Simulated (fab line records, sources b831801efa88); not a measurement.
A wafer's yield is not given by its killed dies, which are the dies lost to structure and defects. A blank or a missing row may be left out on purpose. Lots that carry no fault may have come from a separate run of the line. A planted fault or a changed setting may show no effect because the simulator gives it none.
8D (eight disciplines) problem report, filled in by code | flow sky130 | the parts of the form that need people (team, actions taken, sign-off) are left out

== 1. THE PROBLEM ==
Across 3 wafers from 2 lots, LI_CONTACT_HDPCVD_THK at SKY_LI_CONTACT_THK_MEAS_01 averages 1516 nm, while fault-free wafers read 928 nm with a standard deviation of 8.6. Measured from the usual mean, that is +68 standard deviations.
First seen on wafer L527.2, day 31 03:53, on filmMetro-03. Wafers with a number at this step in the record: 32, from 11 lots. By rule, "out" or "out of limits" means more than 4 standard deviations away from the usual mean. The rest of the wafers with a number are treated as sound.

== 2. WHAT IT IS AND WHAT IT IS NOT ==
question                    | is                         | is not
which readings at this step | LI_CONTACT_HDPCVD_THK      | -
which lots                  | L527, L530                 | L520, L521, L523, L526, L538, L539, L540, L541, L543
which wafers of those lots  | L527.2, L530.2, L530.4     | L527.1, L527.3
read on which gauges        | filmMetro-01, filmMetro-03 | filmMetro-02
when                        | from day 31 03:53          | up to then (14 sound wafers); but 15 sound wafers of L538, L539, L540, L541, L543 came after

== 3. WHAT RULES OUT EACH SUSPECT ==
Counting: if a tool at a process step up to the reading ran every lot that is out, it stays a suspect. Sound lots after the first of them don't rule it out here, since some wafers of a struck lot are sound.
- the gauge at SKY_LI_CONTACT_THK_MEAS_01 has been ruled out. The wafers that are out were read on 2 gauges (filmMetro-01, filmMetro-03).
- hdpcvd-02 at SKY_LI_CONTACT_HDPCVD_00 (deposits PSG, target thk 930 nm, time 155 s): kept. Every lot that is out went through it, the first being L527 (day 31 03:47); the last sound lot it ran before that was L526 (day 30 14:25). Out on those wafers are its own readings of runLengthS.
Left after counting: hdpcvd-02 at SKY_LI_CONTACT_HDPCVD_00.

== 4. THE CAUSE (what the simulator had put in) ==
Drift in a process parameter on hdpcvd-02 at SKY_LI_CONTACT_HDPCVD_00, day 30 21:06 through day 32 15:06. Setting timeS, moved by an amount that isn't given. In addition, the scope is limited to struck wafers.
Only this tool survived the counting.

== 5. SEQUENCE OF EFFECTS, ordered by route ==
Rows list readings where the struck wafers' mean (over those with a number) sits beyond 3 standard deviations from the usual. Readings are gone through only where the record gives a usual standard deviation; hours: the median, over the lots, of the time from a lot's start at the first step in this table giving one to that lot's start at this step; sigmas: the change measured in usual standard deviations.
hours | step                       | reading               | usual   | on struck wafers | change | sigmas
0     | SKY_LI_CONTACT_HDPCVD_00   | runLengthS            | 182.8 s | 280.0            | +97.2  | +99 or more
0     | SKY_LI_CONTACT_THK_MEAS_01 | LI_CONTACT_HDPCVD_THK | 928 nm  | 1516             | +588   | +68
0     | SKY_LI_CONTACT_CMP_02      | timeToEndpointS       | 33.4 s  | 92.3             | +58.9  | +25
Here are the process steps it includes:
- SKY_LI_CONTACT_HDPCVD_00: deposits PSG, target thk 930 nm, time 155 s.
- SKY_LI_CONTACT_CMP_02: polishes PSG.

== 6. WHAT WOULD HAVE CAUGHT IT SOONER ==
The first out-of-limits reading at a measuring or inspecting step in this record came at day 31 03:53, 7 hours after the fault's start at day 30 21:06.
Tool's own readings at SKY_LI_CONTACT_HDPCVD_00, runLengthS: out on all struck wafers the step has rows for; an alarm limit on them would have tripped on the first.
Lots out: 2; of these, L530 started SKY_LI_CONTACT_HDPCVD_00 on hdpcvd-02 after day 31 03:53. Putting the tool on hold at that point would have spared it.
